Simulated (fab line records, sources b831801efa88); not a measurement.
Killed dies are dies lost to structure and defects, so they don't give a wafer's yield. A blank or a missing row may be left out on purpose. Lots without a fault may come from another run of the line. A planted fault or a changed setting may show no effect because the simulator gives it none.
A struck lot beside a sound one | flow sfq_line | 20 steps out of a route of 325
Sound: wafers L663.2, L663.3, L663.4. Struck: wafers L680.2, L680.4, L680.6. The cause comes at the end.
At each step with rows: each side's tool, then ch and its chambers, then its first start. Under that, the readings that differ: sound wafers | struck wafers | difference of the means | sigmas: that difference in standard deviations of wafers without a fault.
alike: readings whose means differ by less than 2 such deviations, and words and numbers that are the same on both sides. not compared: withheld readings, readings that some wafer has no value for, bounds like >300 that may hide the same value, and numbers for which the record gives no deviation and whose values overlap.
The two part at a step that has a row with sigmas, a row that says differs or no value, or rows on one side only. Numbers that don't overlap but have no deviation are shown without sigmas and don't part them. A reading that every wafer of one side lacks parts them only if that side has two wafers or more.

first, 3 steps without rows for these wafers: SFQ_TRILAYER_I1_VIA_LITHO_EXPOSE_050 (exposes mask I1, target cd 500 nm); SFQ_TRILAYER_I1_VIA_LITHO_PEB_052 (peb time 60 s); SFQ_TRILAYER_I1_VIA_LITHO_DEVELOP_051 (time 60 s).
SFQ_I1_OVL_MEAS_913:
  sound on overlay-02, day 26 12:58; struck on overlay-01, day 34 07:07
  reading     | sound      | struck | difference | sigmas
  I1_OVL (nm) | -4 -11 -11 | 0 7 0  | +11        | +2
SFQ_TRILAYER_I1_VIA_BARC_OPEN_VIA_ETCH_071: etches BARC in O2, target depth 125 nm, time 41.7 s.
  sound on rie_diel-02 ch 0,1,3, day 26 13:00; struck on rie_diel-01 ch 2,3, day 34 07:08
  alike: chamber_pressure_mTorr, drypump_motor_current_A, oes_product_au, rf_fwd_power_W
  not compared: rf_hours_counter_h
SFQ_TRILAYER_I1_VIA_ETCH_VIA_ETCH_052: etches SiO2 in CHF3, stops on Nb, target depth 260 nm.
  sound on rie_diel-02 ch 0,1,3, day 26 13:02; struck on rie_diel-01 ch 2,3, day 34 07:11
  alike: chamber_pressure_mTorr, drypump_motor_current_A, oes_product_au, rf_fwd_power_W
SFQ_TRILAYER_I1_VIA_STRIP_STRIP_053: strips in O2.
  sound on rie_metal-02 ch 0,1, day 26 13:09; struck on rie_metal-03 ch 0,1, day 34 07:17
  alike: chamber_pressure_mTorr, drypump_motor_current_A, he_backside_leak_sccm, oes_product_au
  not compared: rf_hours_counter_h
then, 2 steps without rows for these wafers: SFQ_TRILAYER_I1_VIA_STRIP_SOLV_CLEAN_054 (cleans in NMP, time 600 s); SFQ_TRILAYER_M2_DEP_PRE_CLEAN_056 (time 22.5 s).
SFQ_TRILAYER_M2_DEP_SPUTTER_055: material Nb, target thk 200 nm, time 133.3 s.
  sound on pvd_sputter-05, day 26 13:58; struck on pvd_sputter-04, day 34 08:05
  alike: resputter_cathode_voltage_v, throttle_valve_pct
SFQ_M2_RS_MEAS_914: measures by four-point-probe.
  sound on film_metro-01, day 26 14:05; struck on film_metro-02, day 34 08:12
  alike: M2_NB_RS
SFQ_TRILAYER_M2_LITHO_COAT_062: resist thk 62 nm.
  sound on litho_track-03 ch 0, day 26 14:17; struck on litho_track-03 ch 0, day 34 08:25
  reading                                              | sound                | struck               | difference | sigmas
  spin_speed_rpm (rpm)                                 | 3001.0 2999.1 3002.3 | 3190.5 3189.1 3190.2 | +189.1     | +99 or more
  model.BARC_of_TRILAYER_M2_LITHO_COAT_062.thk_nm (nm) | 61.85 61.7 61.78     | 60.16 60.09 60.06    | -1.67      |
  alike: dispense_pressure_kPa, exhaust_pa
then, 5 steps without rows for these wafers: SFQ_TRILAYER_M2_LITHO_COAT_057 (resist thk 600 nm); SFQ_TRILAYER_M2_LITHO_SOFTBAKE_061; SFQ_TRILAYER_M2_LITHO_EXPOSE_058 (exposes mask M2, target cd 500 nm); SFQ_TRILAYER_M2_LITHO_PEB_060 (peb time 60 s); SFQ_TRILAYER_M2_LITHO_DEVELOP_059 (time 60 s).
-- the record jumps here: 6 days lie between the struck wafers' starts before and after --
SFQ_M2_OVL_MEAS_916:
  sound on overlay-02, day 33 02:46; struck on overlay-01, day 40 00:39
  alike: M2_OVL
SFQ_TRILAYER_M2_BARC_OPEN_METAL_ETCH_077: etches BARC in O2, target depth 125 nm, time 41.7 s.
  sound on rie_metal-04 ch 0,1, day 33 02:47; struck on rie_metal-04 ch 0,1, day 40 00:41
  reading                  | sound            | struck            | difference | sigmas
  model.etch.depth_nm (nm) | 61.85 61.7 61.78 | 60.16 60.09 60.06 | -1.67      |
  alike: chamber_pressure_mTorr, drypump_motor_current_A, he_backside_leak_sccm, oes_product_au, rf_fwd_power_W
  not compared: rf_hours_counter_h
SFQ_TRILAYER_M2_ETCH_METAL_ETCH_060: etches Nb in Cl2/Ar, stops on SiO2, target depth 240 nm, time 120 s.
  sound on rie_metal-04 ch 0,1, day 33 02:51; struck on rie_metal-04 ch 0,1, day 40 00:44
  alike: chamber_pressure_mTorr, drypump_motor_current_A, he_backside_leak_sccm, oes_product_au, rf_fwd_power_W
  not compared: rf_hours_counter_h

WHERE THEY PART
First at SFQ_I1_OVL_MEAS_913; last, within this record, at SFQ_TRILAYER_M2_LITHO_COAT_062. Later steps at which nothing parts them and some readings are alike: SFQ_M2_OVL_MEAS_916, SFQ_TRILAYER_M2_BARC_OPEN_METAL_ETCH_077, SFQ_TRILAYER_M2_ETCH_METAL_ETCH_060.

WHY: what the simulator had put in
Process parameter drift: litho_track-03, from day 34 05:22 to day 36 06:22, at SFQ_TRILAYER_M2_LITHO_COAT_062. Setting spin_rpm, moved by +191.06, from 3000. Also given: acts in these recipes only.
